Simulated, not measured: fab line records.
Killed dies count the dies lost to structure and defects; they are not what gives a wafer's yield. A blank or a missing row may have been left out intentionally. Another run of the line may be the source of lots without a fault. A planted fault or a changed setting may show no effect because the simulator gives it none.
The same fault as seen by 2 desks / flow gf180mcu / numbers are kept per desk, each desk with only its own; the story behind them comes last

== METROLOGY DESK ==
Means of the sampled wafers that have a number, per lot and without regard to the tool the lot ran on: this is what the gauges read. If a lot's mean is further than 4 standard deviations from the usual mean, the lot is out of limits and carries the mark OUT (the distance appears in the brackets).
Columns: A = VT_IMPLANT_03_OVL at GF_VT_IMPLANT_OVL_MEAS_40, usual -0.7 nm; B = VT_IMPLANT_4_TW at GF_VT_IMPLANT_TW_MEAS_43, usual 689; C = MVSD_RS at GF_VT_IMPLANT_RS_MEAS_46, usual 456.8 ohm/sq
lot=L566; first seen here=day 7 10:22; A=-0.8; B=688; C=456.9
lot=L570; first seen here=day 8 15:39; A=0.7; B=687; C=457.0
lot=L575; first seen here=day 10 04:02; A=-2.1; B=693; C=457.6
lot=L577; first seen here=day 10 13:47; A=1.2; B=691; C=456.0
lot=L584; first seen here=day 12 15:21; A=-0.3; B=689; C=456.5
lot=L585; first seen here=day 12 20:50; A=-0.9; B=682; C=455.9
This desk's finding: nothing out of limits on any of the 6 lots.

== TOOL OWNER'S DESK, rtp_anneal-02 ==
At GF_VT_IMPLANT_RTA_45 (time 30 s), the tool's own readings, given per lot that ran on this tool as the mean of the sampled wafers with a number. If a lot's mean is further than 4 standard deviations from the usual mean, the lot is out of limits and carries the mark OUT (the distance appears in the brackets).
Columns: A = lamp_power_pct at GF_VT_IMPLANT_RTA_45, usual 30.2 %; B = wafer_temp_C_max at GF_VT_IMPLANT_RTA_45, usual 1054.2
lot=L566; first seen here=day 7 10:47; A=29.3; B=1056.1
lot=L575; first seen here=day 10 04:26; A=29.3; B=1055.3
lot=L584; first seen here=day 12 15:46; A=22.8 (-6.7) OUT; B=962.3 (-61) OUT
lot=L585; first seen here=day 12 21:17; A=22.8 (-6.7) OUT; B=962.4 (-61) OUT
This desk finds L584, L585 out of limits, L584 being first, at day 12 15:46 (lamp_power_pct at GF_VT_IMPLANT_RTA_45). In limits: L566, L575.

== BROUGHT TOGETHER ==
At day 12 15:46, on L584, L585, the tool owner's desk was in a position to raise an alarm.
At the metrology desk, nothing out of limits was observed.
The metrology desk has L584, L585 on record, within its limits.
All the named lots went through GF_VT_IMPLANT_RTA_45 on rtp_anneal-02.

== WHAT THE SIMULATOR HAD PUT IN ==
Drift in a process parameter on rtp_anneal-02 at GF_VT_IMPLANT_RTA_45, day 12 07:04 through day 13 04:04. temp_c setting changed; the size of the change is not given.
Shown lots that were struck: L584, L585.
Hours from the fault's start to each desk's first reading out of limits: the tool owner's desk, 9.
